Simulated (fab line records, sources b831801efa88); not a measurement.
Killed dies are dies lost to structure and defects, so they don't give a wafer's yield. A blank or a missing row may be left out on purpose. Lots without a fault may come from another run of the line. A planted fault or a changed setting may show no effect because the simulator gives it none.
Split-lot experiment | flow gf180mcu | 5 lots, 15 wafers read, on a route of 602 steps

THE SPLIT
At GF_MIM_METAL_ETCH_19 (etches the open film in Cl2/BCl3, stops on Si3N4, target depth 324.5 nm, time 54.1 s), the setting time_s was moved away from the recipe's 54.1 s on 6 of the 15 wafers read, by -13.1% to +11.1%. The other wafers ran this setting at the recipe's value.

The reading is taken at the split's own step.

THE READING
NOVOLAK_of_MIM_COAT_14.thk_nm (the simulator's own value, which no gauge read), in nm, at GF_MIM_METAL_ETCH_19 (etches the open film in Cl2/BCl3, stops on Si3N4, target depth 324.5 nm, time 54.1 s). The file gives no usual value for it. The 9 wafers here that ran the recipe average 873.5 nm, standard deviation 3 nm.

wafer  | tool, chamber at the split | time_s as run, s | against the recipe | NOVOLAK_of_MIM_COAT_14.thk_nm, nm | against lot-mates on the recipe
L075.6 | rie_metal-02, 0            | 54.1             | recipe             | 870.9                             | -
L076.1 | rie_metal-02, 1            | 60.09            | +11.1%             | 857.6                             | -18.3
L076.2 | rie_metal-02, 0            | 54.1             | recipe             | 876.5                             | -
L076.3 | rie_metal-02, 0            | 60.09            | +11.1%             | 861.1                             | -14.8
L076.5 | rie_metal-02, 0            | 54.1             | recipe             | 875.5                             | -
L076.6 | rie_metal-02, 1            | 54.1             | recipe             | 875.8                             | -
L079.3 | rie_metal-02, 0            | 50.33            | -7.0%              | 877.9                             | no lot-mate on the recipe
L080.1 | rie_metal-01, 1            | 54.1             | recipe             | 871.1                             | -
L080.2 | rie_metal-01, 0            | 54.1             | recipe             | 869.2                             | -
L080.6 | rie_metal-01, 0            | 54.1             | recipe             | 870                               | -
L085.1 | rie_metal-02, 1            | 47.01            | -13.1%             | 890.7                             | +14.2
L085.2 | rie_metal-02, 0            | 47.01            | -13.1%             | 893                               | +16.5
L085.4 | rie_metal-02, 0            | 47.01            | -13.1%             | 895                               | +18.5
L085.5 | rie_metal-02, 1            | 54.1             | recipe             | 877                               | -
L085.6 | rie_metal-02, 0            | 54.1             | recipe             | 875.9                             | -

THE FIT
A straight line over all 15 wafers: NOVOLAK_of_MIM_COAT_14.thk_nm changes by -1.36 nm for each +1% of time_s; r = -0.96; the points scatter about the line by 3.2 nm.
The same after taking each lot's own level away (the mean of its wafers on the recipe; 14 wafers): -1.34 nm for each +1%; r = -0.99; scatter 1.4 nm.
On that fit, the largest move of time_s shifts the reading by 18 nm.
The lots' own levels span 870.10 to 876.45 nm, that is 2.1 times the standard deviation above.
So the lot-to-lot level changes the slope little: the two slopes agree.
Check: with one of the wafers moved furthest among these (-13.1%) left out of the fit, the line predicts +18.2 nm for it against its lot-mates. It came out at +14.2 nm against them.

OTHER SPLITS ON THESE WAFERS
These wafers also went through other splits before the reading. Each is held against what the fit with the lots' levels taken away leaves over:
other split on the same wafers | wafers away from the commonest value | r with NOVOLAK_of_MIM_COAT_14.thk_nm (lot level and that fit taken away)
GF_V3_SPUTTER_22 time_s        | 4                                    | +0.32
GF_V4_COAT_09 resist_thk_nm    | 3                                    | -0.15
GF_MIM_SPUTTER_02 time_s       | 0                                    | -
GF_MIM_SPUTTER_08 power_w      | 0                                    | -

THE WHOLE CHAIN: every reading that the file lists as answering this split, in the file's order
step                 | what it does                                                                         | reading                                                                        | change (the file's fit)              | r (the file's)
GF_MIM_METAL_ETCH_19 | etches the open film in Cl2/BCl3, stops on Si3N4, target depth 324.5 nm, time 54.1 s | NOVOLAK_of_MIM_COAT_14.thk_nm (the simulator's own value, which no gauge read) | -1.35 nm for each +1% of the setting | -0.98
GF_MIM_STRIP_20      | strips in O2/N2                                                                      | strip_time_to_endpoint_s                                                       | withheld for each +1% of the setting | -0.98

THE FILE'S OWN FIT
NOVOLAK_of_MIM_COAT_14.thk_nm changes by -1.35 nm for each +1% of time_s, r = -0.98.
